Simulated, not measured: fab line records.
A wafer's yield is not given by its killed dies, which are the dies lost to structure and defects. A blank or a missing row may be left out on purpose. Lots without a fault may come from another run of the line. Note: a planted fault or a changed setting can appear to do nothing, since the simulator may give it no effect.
Code-filled problem report in 8D (eight disciplines) form / flow sky130 / the parts of the form that need people (team, actions taken, sign-off) are left out

1. PROBLEM STATEMENT
Mean of runLengthS at SKY_POLY_GATE_SOFTBAKE_09: 100.52 s across 9 wafers in 3 lots; on wafers with no fault it is 119.18 s (standard deviation 0.19). Relative to the usual mean, that is a shift of -98 standard deviations.
The step: time 90 s.
Seen first at day 20 02:00 on lithoTrack-01, wafer L100.3. The record holds 39 wafers of 13 lots with a number at this step. Rule for "out" (also "out of limits"): further than 4 standard deviations from the usual mean. The rest of the wafers with a number are treated as sound.

2. WHAT IT IS, WHAT IT ISN'T
question=which readings at this step | is=runLengthS, heaterPowerTotalW | is not=-
question=which lots | is=L100, L101, L102 | is not=L103, L106, L107, L109, L110, L111, L112, L989, L991, L994
question=which wafers of those lots | is=all that have a number | is not=-
question=read on which tools | is=lithoTrack-01 | is not=lithoTrack-03, lithoTrack-04
question=when | is=from day 20 02:00 | is not=up to then (9 sound wafers); but 21 sound wafers of L103, L106, L107, L109, L110, L111, L112 came after

3. WHAT RULES OUT EACH SUSPECT
Counting: a tool at any process step up to the reading remains a suspect when it ran all the lots that are out and ran no sound lot after the first of those.
- lithoTrack-01 at SKY_POLY_GATE_SOFTBAKE_09 (time 90 s): ruled out as a lasting fault. Sound lots L111, L112 ran on it after its first lot that is out, L100 (day 20 02:00).
Left after counting: nothing in the record.

4. THE CAUSE (what the simulator had put in)
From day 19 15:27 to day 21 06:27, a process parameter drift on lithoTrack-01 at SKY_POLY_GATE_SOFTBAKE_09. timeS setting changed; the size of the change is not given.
Counting ruled it out, wrongly.

5. SEQUENCE OF EFFECTS, ordered by route
Rows list readings where the struck wafers' mean (over those with a number) sits beyond 3 standard deviations from the usual. Scope: only readings with a usual standard deviation given in the record; hours: median across lots of the time from each lot's start at the first step in this table that gives one to its start at this step; sigmas: change in usual standard deviations.
hours=0; step=SKY_POLY_GATE_SOFTBAKE_09; reading=heaterPowerTotalW; usual=57.34 W; on struck wafers=61.93; change=+4.59; sigmas=+42
hours=0; step=SKY_POLY_GATE_SOFTBAKE_09; reading=runLengthS; usual=119.18 s; on struck wafers=100.52; change=-18.66; sigmas=-98
Process steps it contains:
- SKY_POLY_GATE_SOFTBAKE_09: time 90 s.
At these later measuring or inspecting steps, every struck wafer for which the step has a row has a number for every such reading, and none has moved that far: SKY_LDD_HVN_OVL_MEAS_07, SKY_SD_N_RS_MEAS_18.

6. HOW IT WOULD HAVE BEEN CAUGHT EARLIER
11 hours passed between the start of the fault at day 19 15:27 and the first reading out of limits in this record, taken at day 20 02:00.
